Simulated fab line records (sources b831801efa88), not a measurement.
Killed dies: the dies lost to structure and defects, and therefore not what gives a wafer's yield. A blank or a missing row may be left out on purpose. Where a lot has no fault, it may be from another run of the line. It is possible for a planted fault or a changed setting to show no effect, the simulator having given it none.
fab line records	flow sky130
record: lots: 13	wafers: 39	lastDay: 50
route steps=708 shown LI_CONTACT@364 VIA4@651 METAL5@662 PAD_OPEN@701
lots that met no fault: from a run of the same line without faults
startH: the number of hours between the record's first day and the start of the first shown wafer of the lot	waitH: how many hours have passed since the lot's step before this one	" unchanged from the row above	L1.1+2: several wafers, shown together as one row	- no value present, or no start provided	* or withheld: withheld	< > ~ a bound
route shown NAME@n: NAME is a module with steps in the file, n the number in the route of the first one	usual: mean/standard deviation of fault-free wafers	same: alike in all rows	chamber/n: place in a boat	sites: each site's reading	_std_site: standard deviation across them	_edge_site: inner sites' mean taken away from outer sites' mean	radiusMm: how far each site lies from the wafer's centre	mask NAME#n: copy n	behind: the tool/chamber that last shaped the wafer	hold: reason for holding the lot/hours on hold/outcome of the hold	device: names the non-switching transistor (n, p or np)	end of line: tests of these same wafers at the route's end	step lacking rows: just its recipe	killed: at the first sort, the dies lost to defects and structure; wafer yield is something else	map: a wafer's dies, x killed, . not, _ none there
set.NAME: the setting the step ran with; set.NAME@STEP: the setting that earlier step ran with	model.NAME: the simulator's own value behind a step, which no gauge read
steps of the route over a sample of lots; a table a step, a row a wafer
services: when a tool's chamber went out of use (startH, in hours from the record's first day, below 0 if earlier), for how many hours, and the reason
== steps ==
step: SKY_LI_CONTACT_CMP_02
recipe: material: PSG	downForcePsi: 4	platenRpm: 60	padVelocityMS: 0.94248
usual: motorCurrentA: 12.7/0.86	timeToEndpointS: 33.1/2.9
lot.wafer	tool	chamber	startH	waitH	motorCurrentA	timeToEndpointS
L742.1	cmp-01	3	650.52	0.1	13.6	30.9
L742.6	"	1	"	"	12.0	34.8
L742.5	"	2	"	"	12.1	30.0
L744.1	cmp-02	0	661.37	0.1	11.7	35.2
L744.5	"	0	"	"	12.2	35.6
L744.6	"	1	"	"	13.4	29.8
L745.1	cmp-01	3	666.52	0.1	14.0	32.4
L745.2	"	2	"	"	12.2	26.2
L745.5	"	0	"	"	12.4	30.6
L747.2	cmp-01	1	682.73	0.0	12.1	35.7
L747.3	"	2	"	"	12.6	30.1
L747.6	"	1	"	"	12.7	38.8
L748.1	cmp-01	1	692.62	0.1	12.1	34.9
L748.6	"	0	"	"	12.4	34.5
L748.5	"	1	"	"	13.0	36.2
L749.2	cmp-01	3	709.27	0.1	14.1	32.6
L749.3	"	0	"	"	12.3	30.7
L749.6	"	1	"	"	13.1	36.7
L751.2	cmp-02	1	731.42	0.1	13.2	33.6
L751.4	"	2	"	"	12.3	35.2
L751.1	"	3	"	"	12.3	34.5
L754.2	cmp-01	3	758.27	0.1	14.2	35.5
L754.1	"	0	"	"	12.2	32.7
L754.6	"	3	"	"	14.3	31.3
L753.1	cmp-02	0	760.47	0.1	12.0	33.4
L753.3	"	3	"	"	12.3	33.5
L753.6	"	0	"	"	12.9	34.7
L759.3	cmp-02	3	796.42	0.1	10.6	31.8
L759.1	"	1	"	"	13.2	31.3
L759.6	"	3	"	"	12.0	29.8
L760.1	cmp-01	2	798.11	0.1	12.8	33.2
L760.2	"	3	"	"	14.3	37.5
L760.6	"	0	"	"	12.7	32.3
L761.2	cmp-01	3	805.67	0.1	13.5	36.5
L761.3	"	0	"	"	12.3	34.2
L761.1	"	1	"	"	12.5	38.9
L764.4	cmp-02	1	821.28	0.0	13.8	31.5
L764.1	"	0	"	"	12.1	36.2
L764.6	"	2	"	"	12.3	31.0
step: SKY_VIA4_ETCH_12
recipe: target: SiO2	chemistry: C4F8/O2/Ar	stopOn: TiN	maskMaterial: NOVOLAK	sourceW: 1500	biasW: 1163	pressureMtorr: 40	c4f8FlowSccm: withheld	O2_flow_sccm: 6	Ar_flow_sccm: 300	timeS: withheld	targetDepthA: 5800
usual: biasW: 1163/3.3	oesProductAu: 0.926/0.0053
lot.wafer	tool	chamber	startH	waitH	biasW	oesProductAu
L742.1	rieDiel-03	3	1010.18	0.0	1157	0.918
L742.5	"	0	"	"	1161	0.925
L742.6	"	1	"	"	1163	0.928
L744.1	rieDiel-02	1	1014.76	0.0	1163	0.920
L744.5	"	2	"	"	1160	0.920
L744.6	"	1	"	"	1157	0.929
L745.1	rieDiel-04	3	1022.03	0.0	1166	0.928
L745.2	"	2	"	"	1161	0.926
L745.5	"	3	"	"	1169	0.938
L747.2	rieDiel-04	3	1037.03	0.0	1163	0.931
L747.3	"	1	"	"	1164	0.920
L747.6	"	0	"	"	1166	0.926
L748.1	rieDiel-04	0	1041.53	0.0	1164	0.937
L748.5	"	1	"	"	1165	0.921
L748.6	"	2	"	"	1159	0.921
L749.2	rieDiel-04	3	1054.83	0.0	1161	0.921
L749.3	"	0	"	"	1166	0.921
L749.6	"	2	"	"	1161	0.927
L751.1	rieDiel-04	0	1072.23	0.0	1166	0.928
L751.2	"	1	"	"	1164	0.935
L751.4	"	3	"	"	1161	0.919
L754.1	rieDiel-04	0	1094.08	0.0	1162	0.926
L754.2	"	1	"	"	1157	0.925
L754.6	"	2	"	"	1162	0.924
L753.1	rieDiel-04	3	1097.32	0.0	1166	0.924
L753.3	"	0	"	"	1161	0.928
L753.6	"	0	"	"	1164	0.934
L759.1	rieDiel-02	3	1121.97	0.0	1160	0.926
L759.3	"	1	"	"	1160	0.927
L759.6	"	2	"	"	1161	0.930
L760.1	rieDiel-02	0	1123.33	0.0	1166	0.938
L760.2	"	2	"	"	1167	0.930
L760.6	"	2	"	"	1163	0.937
L761.1	rieDiel-04	0	1129.32	0.0	1162	0.926
L761.2	"	2	"	"	1163	0.917
L761.3	"	1	"	"	1161	0.932
L764.1	rieDiel-02	2	1142.28	0.0	1159	0.919
L764.4	"	0	"	"	1169	0.935
L764.6	"	2	"	"	1161	0.929
step: SKY_METAL5_SPUTTER_01
recipe: material: TiN	targetThkNm: 20	powerW: 6500	timeS: 16.7	chamberPressurePa: 0.4
usual: throttleValvePct: 29.3/1.1
lot.wafer	tool	chamber	startH	waitH	throttleValvePct
L742.1	pvdSputter-02	-	1011.63	0.0	29.2
L742.5	"	-	"	"	29.5
L742.6	"	-	"	"	32.1
L744.1	pvdSputter-04	-	1016.26	0.0	27.7
L744.5	"	-	"	"	28.8
L744.6	"	-	"	"	27.9
L745.1	pvdSputter-01	-	1023.84	0.0	30.0
L745.2	"	-	"	"	28.3
L745.5	"	-	"	"	28.6
L747.2	pvdSputter-04	-	1038.50	0.0	27.4
L747.3	"	-	"	"	29.7
L747.6	"	-	"	"	27.5
L748.1	pvdSputter-02	-	1043.25	0.0	29.4
L748.5	"	-	"	"	32.2
L748.6	"	-	"	"	29.5
L749.2	pvdSputter-01	-	1056.84	0.0	29.6
L749.3	"	-	"	"	29.2
L749.6	"	-	"	"	29.7
L751.1	pvdSputter-04	-	1073.65	0.0	27.7
L751.2	"	-	"	"	28.9
L751.4	"	-	"	"	29.5
L754.1	pvdSputter-02	-	1095.46	0.0	29.3
L754.2	"	-	"	"	32.2
L754.6	"	-	"	"	29.4
L753.1	pvdSputter-02	-	1098.69	0.0	29.2
L753.3	"	-	"	"	29.4
L753.6	"	-	"	"	29.3
L759.1	pvdSputter-01	-	1123.35	0.0	28.6
L759.3	"	-	"	"	29.4
L759.6	"	-	"	"	28.6
L760.1	pvdSputter-01	-	1124.80	0.0	29.3
L760.2	"	-	"	"	29.5
L760.6	"	-	"	"	29.8
L761.1	pvdSputter-02	-	1130.76	0.0	28.6
L761.2	"	-	"	"	32.2
L761.3	"	-	"	"	29.4
L764.1	pvdSputter-04	-	1143.66	0.0	31.3
L764.4	"	-	"	"	28.8
L764.6	"	-	"	"	27.6
step: SKY_PAD_OPEN_ETCH_07
recipe: chemistry: CF4/O2	targetDepthNm: 725	stopOn: AlCu	sourceW: 800	biasW: 150	pressureMtorr: 150	cf4FlowSccm: 80	O2_flow_sccm: 10	timeS: 168.2
usual: drypumpMotorCurrentA: 5.6/0.48	oesProductAu: 0.973/0.0077	throttleValvePct: 5.963/0.01
lot.wafer	tool	chamber	startH	waitH	drypumpMotorCurrentA	oesProductAu	rfHoursCounterH	throttleValvePct
L742.1	rieDiel-04	3	1078.49	-	5.9	0.973	9	5.963
L742.5	"	2	"	"	4.8	0.973	-	5.967
L742.6	"	1	"	"	5.3	0.983	-	5.964
L744.1	rieDiel-03	0	1083.70	-	5.9	0.962	16	5.955
L744.5	"	0	"	"	5.9	0.965	-	5.977
L744.6	"	1	"	"	5.8	0.972	-	5.966
L745.1	rieDiel-01	0	1091.59	-	6.3	0.973	6	5.955
L745.2	"	1	"	"	5.7	0.969	9	5.958
L745.5	"	1	"	"	5.7	0.978	-	5.951
L747.2	rieDiel-03	2	1103.30	-	5.5	0.970	10	5.947
L747.3	"	1	"	"	5.8	0.979	30	5.959
L747.6	"	2	"	"	5.5	0.984	-	5.970
L748.1	rieDiel-01	3	1107.59	-	4.8	0.968	15	5.980
L748.5	"	0	"	"	6.3	0.974	-	5.961
L748.6	"	1	"	"	5.7	0.971	-	5.961
L749.2	rieDiel-04	3	1118.94	-	5.9	0.974	10	5.969
L749.3	"	2	"	"	4.9	0.972	25	5.931
L749.6	"	2	"	"	4.8	0.981	-	5.967
L751.1	rieDiel-01	2	1134.34	-	5.3	0.961	21	5.968
L751.2	"	1	"	"	5.7	0.971	11	5.974
L751.4	"	0	"	"	6.3	0.978	8	5.958
L754.1	rieDiel-03	1	1154.10	-	5.8	0.966	31	5.958
L754.2	"	2	"	"	5.5	0.980	12	5.958
L754.6	"	1	"	"	5.8	0.973	-	5.981
L753.1	rieDiel-01	1	1156.79	-	5.7	0.960	12	5.962
L753.3	"	0	"	"	6.4	0.972	9	5.971
L753.6	"	1	"	"	5.7	0.975	-	5.964
L759.1	rieDiel-04	3	1179.49	-	5.9	0.971	12	5.965
L759.3	"	0	"	"	6.5	0.976	18	5.963
L759.6	"	3	"	"	5.9	0.983	-	5.969
L760.1	rieDiel-01	3	1181.44	-	4.9	0.969	18	5.964
L760.2	"	0	"	"	6.3	0.966	10	5.967
L760.6	"	0	"	"	6.3	0.978	-	5.952
L761.1	rieDiel-03	2	1184.89	-	5.5	0.968	13	5.943
L761.2	"	1	"	"	5.8	0.959	33	5.955
L761.3	"	3	"	"	5.5	0.971	16	5.943
L764.1	rieDiel-03	0	1196.99	-	5.9	0.975	20	5.966
L764.4	"	2	"	"	5.5	0.974	14	5.961
L764.6	"	2	"	"	5.5	0.971	-	5.978
step: SKY_PAD_OPEN_PROBE_99
usual: killed_at_M0_to_M3: 42/6.7	killed_at_M4_up: 3.4/2	killedAtContacts: 24/5.1	killedAtFrontEnd: 14/4.2	killedAtOther: 0.2/0.49	killedDies: 84/8.4	killedOnRim: 17/3.6	killedOpen: 46/7	killedShort: 39/5.8
same: grossDies: 492	killedAtBackSide: 0
lot.wafer	tool	chamber	startH	waitH	killed_at_M0_to_M3	killed_at_M4_up	killedAtContacts	killedAtFrontEnd	killedAtOther	killedDies	killedOnRim	killedOpen	killedShort
L742.1	prober-01	-	1080.91	0.1	43	3	25	23	1	95	25	55	40
L742.5	prober-01	-	1081.11	0.2	48	3	24	18	0	93	16	53	40
L742.6	prober-01	-	1081.16	0.2	50	1	20	10	1	82	20	43	39
L744.1	prober-01	-	1086.01	0.1	42	0	20	16	0	78	18	30	48
L744.5	prober-01	-	1086.21	0.2	48	3	28	12	0	91	23	44	47
L744.6	prober-01	-	1086.26	0.2	53	0	24	18	1	96	18	45	51
L745.1	prober-02	-	1093.91	0.1	59	1	18	21	0	99	24	55	44
L745.2	prober-02	-	1093.96	0.1	38	3	26	22	0	89	15	47	42
L745.5	prober-02	-	1094.11	0.2	35	0	26	19	0	80	14	45	35
L747.2	prober-02	-	1105.66	0.1	48	2	28	17	0	95	15	51	44
L747.3	prober-02	-	1105.71	0.2	50	2	35	9	0	96	19	56	40
L747.6	prober-02	-	1105.86	0.2	45	2	28	22	0	97	16	52	45
L748.1	prober-01	-	1109.91	0.1	35	5	23	18	0	81	16	43	38
L748.5	prober-01	-	1110.11	0.2	44	4	28	11	1	88	15	44	44
L748.6	prober-01	-	1110.16	0.2	39	1	39	13	0	92	16	49	43
L749.2	prober-02	-	1121.32	0.1	50	1	22	11	0	84	12	42	42
L749.3	prober-02	-	1121.37	0.2	50	2	20	22	1	95	16	42	53
L749.6	prober-02	-	1121.52	0.2	37	5	29	17	0	88	17	46	42
L751.1	prober-01	-	1136.66	0.1	49	3	25	14	0	91	17	47	44
L751.2	prober-01	-	1136.71	0.1	35	7	24	11	1	78	21	50	28
L751.4	prober-01	-	1136.81	0.2	49	4	27	14	0	94	14	43	51
L754.1	prober-02	-	1156.42	0.1	57	5	21	4	1	88	21	43	45
L754.2	prober-02	-	1156.47	0.1	53	8	15	18	0	94	22	50	44
L754.6	prober-02	-	1156.67	0.2	45	5	14	13	0	77	14	49	28
L753.1	prober-01	-	1159.15	0.1	39	5	18	19	0	81	16	51	30
L753.3	prober-01	-	1159.25	0.2	41	5	28	13	0	87	13	53	34
L753.6	prober-01	-	1159.40	0.2	43	4	21	17	0	85	17	47	38
L759.1	prober-02	-	1181.81	0.1	38	4	24	10	0	76	9	37	39
L759.3	prober-02	-	1181.91	0.2	47	2	19	15	0	83	12	48	35
L759.6	prober-02	-	1182.06	0.2	44	3	21	7	0	75	12	45	30
L760.1	prober-01	-	1183.76	0.1	42	1	238	12	0	293	59	28	41
L760.2	prober-01	-	1183.81	0.1	44	5	236	5	0	290	59	42	32
L760.6	prober-01	-	1184.01	0.2	29	2	222	8	0	261	49	29	28
L761.1	prober-02	-	1187.25	0.1	33	6	231	6	0	276	54	34	21
L761.2	prober-02	-	1187.30	0.1	31	2	238	16	0	287	46	32	29
L761.3	prober-02	-	1187.35	0.2	32	1	232	8	0	273	53	30	34
L764.1	prober-01	-	1199.44	0.1	49	7	22	22	0	100	20	59	41
L764.4	prober-01	-	1199.59	0.2	53	5	20	18	0	96	15	50	46
L764.6	prober-01	-	1199.69	0.2	48	3	24	12	1	88	15	47	41
killed by level:class
L742.1 LI_CONTACT:geometricParticle:open=9 METAL2:geometricParticle:short=9 VIA1:geometricParticle:open=9 FIELD_ISO:geometricParticle:open=8 VIA3:geometricParticle:open=8 VIA2:geometricParticle:open=7 LOCAL_INTERCONNECT:geometricParticle:short=6 FIELD_ISO:geometricParticle:short=5
L742.5 VIA1:geometricParticle:open=12 LI_CONTACT:geometricParticle:open=12 VIA1:geometricParticle:short=7 POLY_GATE:geometricParticle:open=6 CONTACT:geometricParticle:open=6 VIA2:geometricParticle:open=6 METAL1:geometricParticle:short=5 POLY_GATE:geometricParticle:short=4
L742.6 VIA1:geometricParticle:open=12 LI_CONTACT:geometricParticle:open=8 VIA1:geometricParticle:short=8 VIA2:geometricParticle:open=6 METAL2:geometricParticle:short=5 FIELD_ISO:geometricParticle:open=4 METAL3:geometricParticle:short=4 LOCAL_INTERCONNECT:geometricParticle:short=4
L744.1 VIA1:geometricParticle:open=9 FIELD_ISO:geometricParticle:short=8 VIA3:geometricParticle:open=7 LI_CONTACT:geometricParticle:open=6 VIA1:geometricParticle:short=5 LOCAL_INTERCONNECT:geometricParticle:short=5 CONTACT:geometricParticle:short=5 METAL2:geometricParticle:short=5
L744.5 VIA1:geometricParticle:open=16 CONTACT:geometricParticle:short=7 VIA1:geometricParticle:short=7 VIA3:geometricParticle:open=7 LI_CONTACT:geometricParticle:short=6 LOCAL_INTERCONNECT:geometricParticle:short=6 CONTACT:geometricParticle:open=5 FIELD_ISO:geometricParticle:open=4
L744.6 VIA1:geometricParticle:open=14 CONTACT:geometricParticle:short=8 METAL1:geometricParticle:short=7 VIA1:geometricParticle:short=7 CONTACT:geometricParticle:open=6 FIELD_ISO:geometricParticle:short=5 METAL3:geometricParticle:short=5 VIA3:geometricParticle:short=5
L745.1 VIA1:geometricParticle:open=19 VIA1:geometricParticle:short=8 CONTACT:geometricParticle:open=7 VIA3:geometricParticle:open=6 POLY_GATE:geometricParticle:open=6 VIA2:geometricParticle:open=6 METAL2:geometricParticle:short=6 METAL1:geometricParticle:short=5
L745.2 FIELD_ISO:geometricParticle:short=9 CONTACT:geometricParticle:open=9 LI_CONTACT:geometricParticle:open=6 VIA1:geometricParticle:open=6 METAL2:geometricParticle:short=6 VIA2:geometricParticle:open=6 FIELD_ISO:geometricParticle:open=5 VIA3:geometricParticle:open=5
L745.5 METAL1:geometricParticle:short=8 CONTACT:geometricParticle:open=7 LI_CONTACT:geometricParticle:open=7 VIA2:geometricParticle:open=6 FIELD_ISO:geometricParticle:short=5 CONTACT:geometricParticle:short=5 VIA1:geometricParticle:open=5 VIA3:geometricParticle:open=5
L747.2 VIA1:geometricParticle:open=13 CONTACT:geometricParticle:open=9 LI_CONTACT:geometricParticle:open=8 METAL1:geometricParticle:short=8 VIA1:geometricParticle:short=6 VIA3:geometricParticle:open=6 LOCAL_INTERCONNECT:geometricParticle:short=5 VIA2:geometricParticle:open=5
L747.3 VIA1:geometricParticle:open=17 CONTACT:geometricParticle:open=10 LI_CONTACT:geometricParticle:open=9 METAL1:geometricParticle:short=8 CONTACT:geometricParticle:short=6 LI_CONTACT:geometricParticle:short=5 VIA3:geometricParticle:open=5 LOCAL_INTERCONNECT:geometricParticle:short=4
L747.6 VIA1:geometricParticle:open=11 LI_CONTACT:geometricParticle:open=11 POLY_GATE:geometricParticle:short=9 METAL1:geometricParticle:short=7 VIA2:geometricParticle:open=6 VIA3:geometricParticle:open=6 POLY_GATE:geometricParticle:open=5 LOCAL_INTERCONNECT:geometricParticle:short=5
L748.1 VIA1:geometricParticle:open=9 LI_CONTACT:geometricParticle:open=8 CONTACT:geometricParticle:open=6 FIELD_ISO:geometricParticle:short=5 FIELD_ISO:geometricParticle:open=5 VIA2:geometricParticle:open=5 CONTACT:geometricParticle:short=5 METAL1:geometricParticle:short=5
L748.5 VIA1:geometricParticle:open=9 METAL1:geometricParticle:short=8 CONTACT:geometricParticle:short=7 FIELD_ISO:geometricParticle:open=6 LOCAL_INTERCONNECT:geometricParticle:short=6 CONTACT:geometricParticle:open=6 VIA2:geometricParticle:open=6 VIA3:geometricParticle:open=6
L748.6 CONTACT:geometricParticle:short=14 CONTACT:geometricParticle:open=12 VIA1:geometricParticle:open=12 FIELD_ISO:geometricParticle:open=6 LI_CONTACT:geometricParticle:open=6 LOCAL_INTERCONNECT:geometricParticle:short=6 VIA2:geometricParticle:open=6 VIA1:geometricParticle:short=5
L749.2 VIA1:geometricParticle:open=11 VIA2:geometricParticle:open=8 VIA1:geometricParticle:short=8 LI_CONTACT:geometricParticle:open=6 CONTACT:geometricParticle:open=6 CONTACT:geometricParticle:short=5 VIA2:geometricParticle:short=5 FIELD_ISO:geometricParticle:short=4
L749.3 VIA1:geometricParticle:open=10 VIA1:geometricParticle:short=9 CONTACT:geometricParticle:open=8 METAL1:geometricParticle:short=7 VIA2:geometricParticle:short=6 VIA2:geometricParticle:open=6 VIA3:geometricParticle:open=6 FIELD_ISO:geometricParticle:open=5
L749.6 VIA1:geometricParticle:open=15 CONTACT:geometricParticle:open=9 LOCAL_INTERCONNECT:geometricParticle:short=6 FIELD_ISO:geometricParticle:short=5 POLY_GATE:geometricParticle:short=5 LI_CONTACT:geometricParticle:open=5 CONTACT:geometricParticle:short=5 VIA2:geometricParticle:open=4
L751.1 VIA3:geometricParticle:short=10 LI_CONTACT:geometricParticle:open=9 CONTACT:geometricParticle:open=9 VIA1:geometricParticle:open=8 VIA3:geometricParticle:open=7 VIA1:geometricParticle:short=6 METAL1:geometricParticle:short=5 VIA2:geometricParticle:open=5
L751.2 VIA1:geometricParticle:open=11 CONTACT:geometricParticle:open=9 VIA3:geometricParticle:open=8 METAL4:geometricParticle:open=5 LI_CONTACT:geometricParticle:open=4 LOCAL_INTERCONNECT:geometricParticle:short=4 CONTACT:geometricParticle:short=4 METAL1:geometricParticle:short=4
L751.4 CONTACT:geometricParticle:short=8 VIA2:geometricParticle:open=8 VIA1:geometricParticle:open=8 FIELD_ISO:geometricParticle:short=7 CONTACT:geometricParticle:open=6 METAL1:geometricParticle:short=5 LI_CONTACT:geometricParticle:open=5 VIA1:geometricParticle:short=5
L754.1 VIA3:geometricParticle:open=10 VIA1:geometricParticle:open=9 VIA1:geometricParticle:short=9 LI_CONTACT:geometricParticle:open=7 CONTACT:geometricParticle:open=6 METAL1:geometricParticle:short=6 METAL2:geometricParticle:short=6 CONTACT:geometricParticle:short=5
L754.2 VIA1:geometricParticle:open=13 METAL2:geometricParticle:short=9 METAL1:geometricParticle:short=8 CONTACT:geometricParticle:open=6 VIA3:geometricParticle:open=6 LI_CONTACT:geometricParticle:open=5 VIA2:geometricParticle:open=5 METAL4:geometricParticle:short=5
L754.6 VIA3:geometricParticle:open=12 LI_CONTACT:geometricParticle:open=8 VIA1:geometricParticle:open=8 METAL2:geometricParticle:short=6 FIELD_ISO:geometricParticle:short=5 VIA2:geometricParticle:open=5 CONTACT:geometricParticle:open=4 FIELD_ISO:geometricParticle:open=3
L753.1 VIA3:geometricParticle:open=10 VIA1:geometricParticle:open=8 CONTACT:geometricParticle:open=7 VIA2:geometricParticle:open=6 FIELD_ISO:geometricParticle:short=5 LI_CONTACT:geometricParticle:open=4 FIELD_ISO:geometricParticle:open=3 POLY_GATE:geometricParticle:open=3
L753.3 CONTACT:geometricParticle:open=13 VIA1:geometricParticle:open=11 VIA3:geometricParticle:open=9 CONTACT:geometricParticle:short=6 LI_CONTACT:geometricParticle:open=5 METAL1:geometricParticle:short=5 FIELD_ISO:geometricParticle:short=4 VIA2:geometricParticle:open=4
L753.6 VIA1:geometricParticle:open=9 CONTACT:geometricParticle:open=8 POLY_GATE:geometricParticle:open=6 CONTACT:geometricParticle:short=6 METAL2:geometricParticle:short=5 VIA3:geometricParticle:short=5 FIELD_ISO:geometricParticle:open=4 POLY_GATE:geometricParticle:short=4
L759.1 CONTACT:geometricParticle:open=9 METAL2:geometricParticle:short=9 VIA2:geometricParticle:open=7 LI_CONTACT:geometricParticle:open=6 METAL1:geometricParticle:short=6 VIA1:geometricParticle:open=5 CONTACT:geometricParticle:short=4 FIELD_ISO:geometricParticle:open=3
L759.3 METAL2:geometricParticle:short=10 CONTACT:geometricParticle:open=9 VIA1:geometricParticle:open=8 VIA3:geometricParticle:open=8 VIA2:geometricParticle:open=6 POLY_GATE:geometricParticle:open=5 CONTACT:geometricParticle:short=5 METAL1:geometricParticle:short=5
L759.6 VIA1:geometricParticle:open=15 CONTACT:geometricParticle:open=8 CONTACT:geometricParticle:short=7 METAL2:geometricParticle:short=7 VIA2:geometricParticle:open=6 LI_CONTACT:geometricParticle:open=4 VIA3:geometricParticle:open=4 POLY_GATE:geometricParticle:short=3
L760.1 LI_CONTACT:unspecified=224 METAL1:geometricParticle:short=7 VIA1:geometricParticle:short=7 FIELD_ISO:geometricParticle:short=6 METAL2:geometricParticle:short=6 VIA1:geometricParticle:open=5 VIA2:geometricParticle:open=5 LI_CONTACT:geometricParticle:short=4
L760.2 LI_CONTACT:unspecified=216 VIA3:geometricParticle:open=10 LI_CONTACT:geometricParticle:open=7 VIA1:geometricParticle:short=7 CONTACT:geometricParticle:open=7 VIA1:geometricParticle:open=6 VIA2:geometricParticle:open=6 METAL1:geometricParticle:short=5
L760.6 LI_CONTACT:unspecified=204 LI_CONTACT:geometricParticle:open=6 VIA1:geometricParticle:open=6 LI_CONTACT:geometricParticle:short=5 LOCAL_INTERCONNECT:geometricParticle:short=4 METAL2:geometricParticle:short=4 FIELD_ISO:geometricParticle:open=3 METAL1:geometricParticle:short=3
L761.1 LI_CONTACT:unspecified=221 VIA1:geometricParticle:open=7 VIA2:geometricParticle:open=6 CONTACT:geometricParticle:open=4 VIA1:geometricParticle:short=4 METAL1:geometricParticle:open=4 VIA3:geometricParticle:open=4 FIELD_ISO:geometricParticle:short=3
L761.2 LI_CONTACT:unspecified=226 CONTACT:geometricParticle:open=6 VIA2:geometricParticle:open=6 VIA1:geometricParticle:short=5 FIELD_ISO:geometricParticle:open=4 VIA1:geometricParticle:open=4 FIELD_ISO:geometricParticle:short=3 POLY_GATE:geometricParticle:open=3
L761.3 LI_CONTACT:unspecified=209 LI_CONTACT:geometricParticle:open=10 CONTACT:geometricParticle:short=6 VIA2:geometricParticle:open=5 CONTACT:geometricParticle:open=4 METAL1:geometricParticle:short=4 VIA1:geometricParticle:short=4 VIA2:geometricParticle:short=4
L764.1 VIA1:geometricParticle:open=13 CONTACT:geometricParticle:open=11 VIA3:geometricParticle:open=9 VIA2:geometricParticle:short=6 VIA1:geometricParticle:short=5 METAL4:geometricParticle:short=5 SPACER:geometricParticle:open=4 FIELD_ISO:geometricParticle:short=3
L764.4 VIA1:geometricParticle:open=12 METAL1:geometricParticle:short=11 CONTACT:geometricParticle:open=10 FIELD_ISO:geometricParticle:short=7 LI_CONTACT:geometricParticle:open=6 VIA3:geometricParticle:short=6 METAL2:geometricParticle:short=5 VIA3:geometricParticle:open=5
L764.6 VIA1:geometricParticle:open=11 CONTACT:geometricParticle:short=7 CONTACT:geometricParticle:open=7 FIELD_ISO:geometricParticle:open=5 LI_CONTACT:geometricParticle:open=5 METAL2:geometricParticle:short=5 METAL1:geometricParticle:short=4 VIA2:geometricParticle:short=4
== services ==
tool	chamber	startH	hours	kind
cmp-01	-	637.75	1.5	repair
cmp-01	-	642.35	0.5	repair
rieDiel-03	1	649.77	10.2	repair
rieDiel-03	1	702.83	3.2	repair
rieDiel-03	-	757.38	1.6	repair
rieDiel-04	2	790.60	3.1	repair
rieDiel-03	2	820.41	4.9	repair
rieDiel-03	1	824.65	1.3	repair
cmp-01	-	863.16	3.6	pm
cmp-01	-	879.30	8.8	pm
cmp-01	-	912.00	4.0	pm
rieDiel-04	3	917.28	10.2	repair
cmp-01	-	925.33	0.3	repair
rieDiel-04	-	971.39	1.4	repair
rieDiel-04	-	990.71	2.8	pm
rieDiel-04	3	1022.23	9.0	repair
cmp-01	-	1056.74	1.5	repair
rieDiel-04	3	1063.32	4.7	repair
rieDiel-04	3	1103.33	7.2	repair
rieDiel-04	3	1114.89	3.1	repair
cmp-01	-	1160.85	4.0	pm
rieDiel-04	3	1160.87	6.3	repair
cmp-01	-	1163.56	0.5	repair
cmp-01	-	1191.29	0.6	repair
== key ==
firstSign: step: SKY_PAD_OPEN_PROBE_99	reading: killedAtContacts	direction: up	sigmas: 41	usual: 24	struck: 233
effect: step: SKY_PAD_OPEN_PROBE_99	reading: killedDies	direction: up	sigmas: 23	usual: 84	struck: 280
metAt SKY_LI_CONTACT_CMP_02
struckLots L760,L761
testerLeftOut L760,L761
notActingAt SKY_VIA4_ETCH_12,SKY_METAL5_SPUTTER_01,SKY_PAD_OPEN_ETCH_07
onsetBetween 758.27 798.11
fault: kind: chamberParticleSource	tool: cmp-01	chamber: -	onsetH: 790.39	steps: SKY_LI_CONTACT_CMP_02	ratePerVisitCm2: 1.1363	endH: 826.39
testerLeftOut: of these lots the tester's yield and bins aren't shown, on N5 and GAA mostly nor the transistor test; their killed dies are dies lost to structure and defects alone, not to doping, threshold or leakage, so they don't give the yield
